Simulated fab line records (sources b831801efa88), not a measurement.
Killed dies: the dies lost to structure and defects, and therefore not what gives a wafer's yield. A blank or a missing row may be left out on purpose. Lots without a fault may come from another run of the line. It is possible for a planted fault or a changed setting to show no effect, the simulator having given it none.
fab line records + flow gf180mcu
record
- lots=13
- wafers=39
- last-day=34
route steps=602 shown VT_IMPLANT@99 HV_LDD@207 PSD@256
lots that met no fault: from a run of the same line without faults
start-h: start of the lot's first displayed wafer, in hours after the record's first day + wait-h: hours from the lot's prior step to this one + " the same as in the row above + L1.1+2: one row covering several wafers at once + - no value, or no start given + * or withheld: withheld + < > ~ a bound
route shown NAME@n: NAME is a module with steps in the file, n the number in the route of the first one + usual: the fault-free wafers' mean and standard deviation + same: alike in all rows + chamber/n: place in a boat + sites: readings site by site + _std_site: the values' standard deviation + _edge_site: inner sites' mean taken away from outer sites' mean + radius-mm: how far each site lies from the wafer's centre + mask NAME#n: copy n + behind: the tool/chamber that last shaped the wafer + hold: cause of the lot's hold/its duration in hours/its outcome + device: which transistor (n, p or np) failed to switch + end of line: at the end of the route, the tests of the same wafers + a step with no rows: only its recipe + killed: dies that structure and defects cost at the first sort, which is not the same as the wafer's yield + map: dies across one wafer; x = killed, . = not, _ = none there
set.NAME: the run value of the setting; set.NAME@STEP: its run value at that earlier step + model.NAME: the simulator's own value behind a step, which no gauge read
a sample of lots followed through the steps of the route, with each step as a table and each wafer as a row
services: a tool's chamber out of use, with start hour (start-h, from the record's first day; less than 0 if before it), hours out, and reason
## steps
# step GF_VT_IMPLANT_STRIP_09
# recipe
- chemistry=O2/N2
- power-w=1400
- pressure-mtorr=1500
- platen-temp-c=250
- o2-flow-sccm=3000
- n2-flow-sccm=300
- overash-fraction=0.5
# usual
- drypump-motor-current-A=5.7/0.52
- heater-power-w=325/34
- oes-product-au=0.715/0.0046
- strip-time-to-endpoint-s=12.64/0.031
# same
- overash-fraction=0.5
| lot.wafer | tool            | chamber | start-h | wait-h | drypump-motor-current-A | heater-power-w | oes-product-au | rf-hours-counter-h | strip-time-to-endpoint-s |
|-----------|-----------------|---------|---------|--------|-------------------------|----------------|----------------|--------------------|--------------------------|
| L840.3    | plasma-asher-01 | 1       | 119.49  | 0.1    | 5.6                     | 401            | 0.717          | -                  | 12.58                    |
| L840.5    | "               | 0       | "       | "      | 5.6                     | 332            | 0.720          | -                  | 12.64                    |
| L840.6    | "               | 1       | "       | "      | 5.6                     | 399            | 0.718          | -                  | 12.63                    |
| L842.1    | plasma-asher-03 | 1       | 128.52  | 0.1    | 6.7                     | 296            | 0.707          | 1                  | 12.61                    |
| L842.2    | "               | 0       | "       | "      | 5.5                     | 288            | 0.717          | 1                  | 12.58                    |
| L842.4    | "               | 0       | "       | "      | 5.5                     | 290            | 0.712          | -                  | 12.56                    |
| L841.1    | plasma-asher-02 | 1       | 130.11  | 0.1    | 5.9                     | 329            | 0.714          | 31                 | 12.60                    |
| L841.2    | "               | 0       | "       | "      | 4.9                     | 296            | 0.718          | 31                 | 12.63                    |
| L841.5    | "               | 1       | "       | "      | 6.0                     | 328            | 0.706          | -                  | 12.62                    |
| L843.1    | plasma-asher-01 | 0       | 134.12  | 0.1    | 5.7                     | 328            | 0.715          | 53                 | 12.67                    |
| L843.4    | "               | 0       | "       | "      | 5.7                     | 349            | 0.716          | -                  | 12.63                    |
| L843.5    | "               | 0       | "       | "      | 5.7                     | 338            | 0.720          | -                  | 12.70                    |
| L844.1    | plasma-asher-03 | 1       | 144.31  | 0.1    | 6.6                     | 297            | 0.717          | 2                  | 12.66                    |
| L844.4    | "               | 0       | "       | "      | 5.5                     | 287            | 0.720          | -                  | 12.63                    |
| L844.6    | "               | 1       | "       | "      | 6.6                     | 294            | 0.715          | -                  | 12.65                    |
| L845.1    | plasma-asher-02 | 1       | 144.52  | 0.1    | 6.0                     | 329            | 0.723          | 33                 | 12.63                    |
| L845.3    | "               | 0       | "       | "      | 4.9                     | 310            | 0.713          | -                  | 12.65                    |
| L845.6    | "               | 0       | "       | "      | 4.9                     | 301            | 0.711          | -                  | 12.63                    |
| L846.3    | plasma-asher-02 | 0       | 155.49  | 0.1    | 4.9                     | 313            | 0.709          | -                  | 12.62                    |
| L846.5    | "               | 1       | "       | "      | 6.0                     | 335            | 0.714          | -                  | 12.65                    |
| L846.6    | "               | 0       | "       | "      | 4.9                     | 307            | 0.722          | -                  | 12.65                    |
| L849.3    | plasma-asher-01 | 1       | 165.10  | 0.1    | 5.6                     | 395            | 0.711          | -                  | 12.65                    |
| L849.4    | "               | 0       | "       | "      | 5.7                     | 339            | 0.719          | -                  | 12.62                    |
| L849.5    | "               | 1       | "       | "      | 5.5                     | 396            | 0.718          | -                  | 12.61                    |
| L852.1    | plasma-asher-02 | 1       | 184.21  | 0.1    | 6.0                     | 337            | 0.875          | 37                 | -                        |
| L852.2    | "               | 0       | "       | "      | 4.9                     | 303            | 0.874          | 37                 | -                        |
| L852.4    | "               | 1       | "       | "      | 6.0                     | 331            | 0.873          | -                  | -                        |
| L860.2    | plasma-asher-02 | 1       | 233.55  | 0.1    | 6.0                     | 328            | 0.713          | 42                 | 12.67                    |
| L860.4    | "               | 0       | "       | "      | 4.9                     | 292            | 0.717          | -                  | 12.67                    |
| L860.6    | "               | 0       | "       | "      | 4.9                     | 301            | 0.718          | -                  | 12.70                    |
| L861.1    | plasma-asher-01 | 0       | 239.31  | 0.1    | 5.7                     | 337            | 0.712          | 64                 | 12.57                    |
| L861.3    | "               | 1       | "       | "      | 5.6                     | 398            | 0.714          | -                  | 12.64                    |
| L861.6    | "               | 1       | "       | "      | 5.7                     | 391            | 0.723          | -                  | 12.64                    |
| L862.1    | plasma-asher-02 | 0       | 245.72  | 0.1    | 4.9                     | 299            | 0.714          | 44                 | 12.63                    |
| L862.2    | "               | 1       | "       | "      | 5.9                     | 322            | 0.716          | 44                 | 12.66                    |
| L862.4    | "               | 1       | "       | "      | 6.0                     | 320            | 0.717          | -                  | 12.65                    |
| L863.1    | plasma-asher-01 | 1       | 250.47  | 0.1    | 5.6                     | 400            | 0.722          | 65                 | 12.64                    |
| L863.2    | "               | 0       | "       | "      | 5.7                     | 335            | 0.701          | 65                 | 12.62                    |
| L863.3    | "               | 0       | "       | "      | 5.7                     | 339            | 0.715          | -                  | 12.68                    |
# step GF_VT_IMPLANT_OVL_MEAS_29
# usual
- VT_IMPLANT_02_OVL=0.4/1.7
| lot.wafer | tool       | chamber | start-h | wait-h | VT_IMPLANT_02_OVL[nm] |
|-----------|------------|---------|---------|--------|-----------------------|
| L840.3    | overlay-01 | -       | 149.39  | 0.1    | 3.0                   |
| L840.5    | "          | -       | "       | "      | 1.9                   |
| L840.6    | "          | -       | "       | "      | 2.6                   |
| L842.1    | overlay-01 | -       | 158.62  | 0.1    | 1.0                   |
| L842.2    | "          | -       | "       | "      | 1.8                   |
| L842.4    | "          | -       | "       | "      | 0.8                   |
| L841.1    | overlay-02 | -       | 159.98  | 0.1    | -0.3                  |
| L841.2    | "          | -       | "       | "      | -0.9                  |
| L841.5    | "          | -       | "       | "      | -0.4                  |
| L843.1    | overlay-02 | -       | 163.63  | 0.1    | 1.3                   |
| L843.4    | "          | -       | "       | "      | 2.2                   |
| L843.5    | "          | -       | "       | "      | 3.6                   |
| L844.1    | overlay-02 | -       | 175.98  | 0.1    | -1.7                  |
| L844.4    | "          | -       | "       | "      | -0.2                  |
| L844.6    | "          | -       | "       | "      | -1.3                  |
| L845.1    | overlay-01 | -       | 176.28  | 0.1    | 0.1                   |
| L845.3    | "          | -       | "       | "      | -0.6                  |
| L845.6    | "          | -       | "       | "      | -1.6                  |
| L846.3    | overlay-01 | -       | 187.24  | 0.1    | -1.0                  |
| L846.5    | "          | -       | "       | "      | -0.6                  |
| L846.6    | "          | -       | "       | "      | -0.3                  |
| L849.3    | overlay-01 | -       | 197.99  | 0.1    | -0.8                  |
| L849.4    | "          | -       | "       | "      | -1.7                  |
| L849.5    | "          | -       | "       | "      | -2.8                  |
| L852.1    | overlay-02 | -       | 219.23  | 0.1    | -0.8                  |
| L852.2    | "          | -       | "       | "      | -0.7                  |
| L852.4    | "          | -       | "       | "      | -1.8                  |
| L860.2    | overlay-01 | -       | 270.64  | 0.1    | -1.9                  |
| L860.4    | "          | -       | "       | "      | -0.6                  |
| L860.6    | "          | -       | "       | "      | -2.4                  |
| L861.1    | overlay-02 | -       | 276.58  | 0.1    | -0.1                  |
| L861.3    | "          | -       | "       | "      | 2.6                   |
| L861.6    | "          | -       | "       | "      | 0.2                   |
| L862.1    | overlay-02 | -       | 283.12  | 0.1    | 1.8                   |
| L862.2    | "          | -       | "       | "      | 4.1                   |
| L862.4    | "          | -       | "       | "      | 1.2                   |
| L863.1    | overlay-01 | -       | 287.67  | 0.1    | 0.0                   |
| L863.2    | "          | -       | "       | "      | 1.4                   |
| L863.3    | "          | -       | "       | "      | 1.5                   |
# step GF_HV_LDD_CD_MEAS_31
# recipe
- target-cd-nm=400
# usual
- cd-nm=400.0/2.3
| lot.wafer | tool      | chamber | start-h | wait-h | cd-nm |
|-----------|-----------|---------|---------|--------|-------|
| L840.3    | cd-sem-02 | -       | 262.97  | 0.1    | 399.5 |
| L840.5    | "         | -       | "       | "      | 399.1 |
| L840.6    | "         | -       | "       | "      | 402.2 |
| L842.1    | cd-sem-01 | -       | 271.23  | 0.1    | 399.0 |
| L842.2    | "         | -       | "       | "      | 400.2 |
| L842.4    | "         | -       | "       | "      | 398.2 |
| L843.1    | cd-sem-02 | -       | 276.28  | 0.1    | 402.1 |
| L843.4    | "         | -       | "       | "      | 402.6 |
| L843.5    | "         | -       | "       | "      | 401.7 |
| L841.1    | cd-sem-01 | -       | 276.88  | 0.1    | 401.2 |
| L841.2    | "         | -       | "       | "      | 397.4 |
| L841.5    | "         | -       | "       | "      | 398.4 |
| L844.1    | cd-sem-01 | -       | 291.08  | 0.1    | 406.9 |
| L844.4    | "         | -       | "       | "      | 407.0 |
| L844.6    | "         | -       | "       | "      | 407.1 |
| L845.1    | cd-sem-02 | -       | 294.17  | 0.1    | 400.8 |
| L845.3    | "         | -       | "       | "      | 401.7 |
| L845.6    | "         | -       | "       | "      | 399.4 |
| L846.3    | cd-sem-01 | -       | 307.30  | 0.1    | 398.8 |
| L846.5    | "         | -       | "       | "      | 398.9 |
| L846.6    | "         | -       | "       | "      | 397.1 |
| L849.3    | cd-sem-01 | -       | 322.40  | 0.1    | 399.4 |
| L849.4    | "         | -       | "       | "      | 399.1 |
| L849.5    | "         | -       | "       | "      | 399.3 |
| L852.1    | cd-sem-02 | -       | 349.07  | 0.1    | 398.2 |
| L852.2    | "         | -       | "       | "      | 398.4 |
| L852.4    | "         | -       | "       | "      | 398.1 |
| L860.2    | cd-sem-02 | -       | 414.00  | 0.1    | 398.0 |
| L860.4    | "         | -       | "       | "      | 400.3 |
| L860.6    | "         | -       | "       | "      | 399.4 |
| L861.1    | cd-sem-01 | -       | 414.07  | 0.1    | 401.9 |
| L861.3    | "         | -       | "       | "      | 402.8 |
| L861.6    | "         | -       | "       | "      | 402.4 |
| L862.1    | cd-sem-02 | -       | 423.17  | 0.1    | 398.8 |
| L862.2    | "         | -       | "       | "      | 400.6 |
| L862.4    | "         | -       | "       | "      | 401.1 |
| L863.1    | cd-sem-01 | -       | 430.52  | 0.1    | 398.7 |
| L863.2    | "         | -       | "       | "      | 399.0 |
| L863.3    | "         | -       | "       | "      | 399.3 |
# step GF_PSD_OVL_MEAS_08
# usual
- PSD_OVL=-0.7/1.3
| lot.wafer | tool       | chamber | start-h | wait-h | PSD_OVL[nm] |
|-----------|------------|---------|---------|--------|-------------|
| L840.3    | overlay-02 | -       | 326.40  | 0.1    | -1.9        |
| L840.5    | "          | -       | "       | "      | -2.6        |
| L840.6    | "          | -       | "       | "      | -1.1        |
| L842.1    | overlay-01 | -       | 336.14  | 0.1    | -0.1        |
| L842.2    | "          | -       | "       | "      | 0.4         |
| L842.4    | "          | -       | "       | "      | -1.2        |
| L843.1    | overlay-02 | -       | 340.58  | 0.1    | -3.8        |
| L843.4    | "          | -       | "       | "      | -3.5        |
| L843.5    | "          | -       | "       | "      | -3.0        |
| L841.1    | overlay-01 | -       | 340.88  | 0.1    | -0.6        |
| L841.2    | "          | -       | "       | "      | -2.3        |
| L841.5    | "          | -       | "       | "      | -1.6        |
| L844.1    | overlay-02 | -       | 357.14  | 0.1    | 0.0         |
| L844.4    | "          | -       | "       | "      | -1.9        |
| L844.6    | "          | -       | "       | "      | -2.2        |
| L845.1    | overlay-01 | -       | 360.94  | 0.1    | -0.4        |
| L845.3    | "          | -       | "       | "      | -0.9        |
| L845.6    | "          | -       | "       | "      | -1.4        |
| L846.3    | overlay-01 | -       | 374.66  | 0.1    | -0.1        |
| L846.5    | "          | -       | "       | "      | -0.3        |
| L846.6    | "          | -       | "       | "      | -1.6        |
| L849.3    | overlay-02 | -       | 392.70  | 0.1    | 0.8         |
| L849.4    | "          | -       | "       | "      | 1.5         |
| L849.5    | "          | -       | "       | "      | 0.8         |
| L852.1    | overlay-02 | -       | 421.33  | 0.1    | -0.8        |
| L852.2    | "          | -       | "       | "      | -1.5        |
| L852.4    | "          | -       | "       | "      | 0.2         |
| L860.2    | overlay-02 | -       | 489.89  | 0.1    | -2.5        |
| L860.4    | "          | -       | "       | "      | -1.8        |
| L860.6    | "          | -       | "       | "      | 0.3         |
| L861.1    | overlay-02 | -       | 492.13  | 0.1    | -0.4        |
| L861.3    | "          | -       | "       | "      | -0.1        |
| L861.6    | "          | -       | "       | "      | -0.3        |
| L862.1    | overlay-01 | -       | 501.13  | 0.1    | -1.0        |
| L862.2    | "          | -       | "       | "      | -0.6        |
| L862.4    | "          | -       | "       | "      | -1.0        |
| L863.1    | overlay-02 | -       | 507.08  | 0.1    | -0.6        |
| L863.2    | "          | -       | "       | "      | -1.3        |
| L863.3    | "          | -       | "       | "      | 0.2         |
## services
| tool            | chamber | start-h | hours | kind       |
|-----------------|---------|---------|-------|------------|
| plasma-asher-02 | -       | 100.08  | 14.6  | repair     |
| plasma-asher-03 | -       | 108.75  | 9.0   | pm         |
| plasma-asher-03 | 0       | 108.75  | 9.0   | vent-cycle |
| plasma-asher-03 | 1       | 108.75  | 9.0   | vent-cycle |
| plasma-asher-03 | 0       | 117.75  | -     | clean      |
| plasma-asher-03 | 1       | 117.75  | -     | clean      |
| plasma-asher-02 | -       | 136.15  | 1.6   | repair     |
| plasma-asher-03 | -       | 136.32  | 7.5   | pm         |
| plasma-asher-03 | -       | 181.61  | 3.2   | repair     |
## key
first-sign
- step=GF_VT_IMPLANT_STRIP_09
- reading=oes-product-au
- direction=up
- sigmas=35
- usual=0.715
- struck=0.874
effect none on later readings
met-at GF_VT_IMPLANT_STRIP_09
struck-lots L852
tester-left-out L852
not-acting-at GF_VT_IMPLANT_OVL_MEAS_29,GF_HV_LDD_CD_MEAS_31,GF_PSD_OVL_MEAS_08
onset-between 155.49 184.21
fault
- kind=strip-aborted
- tool=plasma-asher-02
- chamber=-
- onset-h=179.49
- steps=GF_VT_IMPLANT_STRIP_09
- offset=0.24916
- end-h=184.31
# tester-left-out: of these lots the tester's yield and bins aren't shown, on N5 and GAA mostly nor the transistor test; their killed dies are dies lost to structure and defects alone, not to doping, threshold or leakage, so they don't give the yield
